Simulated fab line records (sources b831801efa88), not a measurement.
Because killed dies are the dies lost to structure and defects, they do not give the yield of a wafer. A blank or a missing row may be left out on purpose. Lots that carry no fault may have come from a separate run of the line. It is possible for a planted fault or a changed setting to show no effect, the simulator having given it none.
Chamber matching    flow gf180mcu    GF_V5_CMP_04 on cmp-01 has 4 sister chambers
The step polishes SiO2. 4 wafers are shown with their chamber, then 8 later ones without.

## WAFERS WITH THEIR CHAMBER
wafer   chamber  motor_current_A (A)
L670.5  0        11.0
L675.1  3        14.0
L675.5  1        10.6
L679.2  2        13.2

## WAFERS WITH NO CHAMBER GIVEN
wafer   motor_current_A (A)
L679.5  14.1
L679.6  11.0
L680.1  11.1
L680.2  10.7
L680.6  14.3
L681.1  10.9
L681.3  13.0
L681.4  13.6

## CHAMBER TAKEN BY EACH
wafer   from the rows above      in truth
L679.5  3                        3
L679.6  can't be placed: 0 or 1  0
L680.1  can't be placed: 0 or 1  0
L680.2  can't be placed: 1 or 0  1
L680.6  3                        3
L681.1  can't be placed: 0 or 1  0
L681.3  2                        2
L681.4  can't be placed: 2 or 3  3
Placed correctly: 3 of 8. Can't be placed from these rows: 5 (the true chamber is among the candidates in 5). 0 placed wrongly.
How it was worked out, from the rows above alone: a wafer's distance from a chamber is the root of the sum, over the readings, of the square of ((its reading less the chamber's mean) divided by the reading's scatter). If the next closest chamber is less than 2 further off than the closest, the wafer can't be placed; otherwise it belongs to the closest. The mean given for a chamber averages the wafers shown for that chamber. The scatter: root of mean squared gap, hidden wafer to nearest shown wafer, with one shown wafer a chamber.
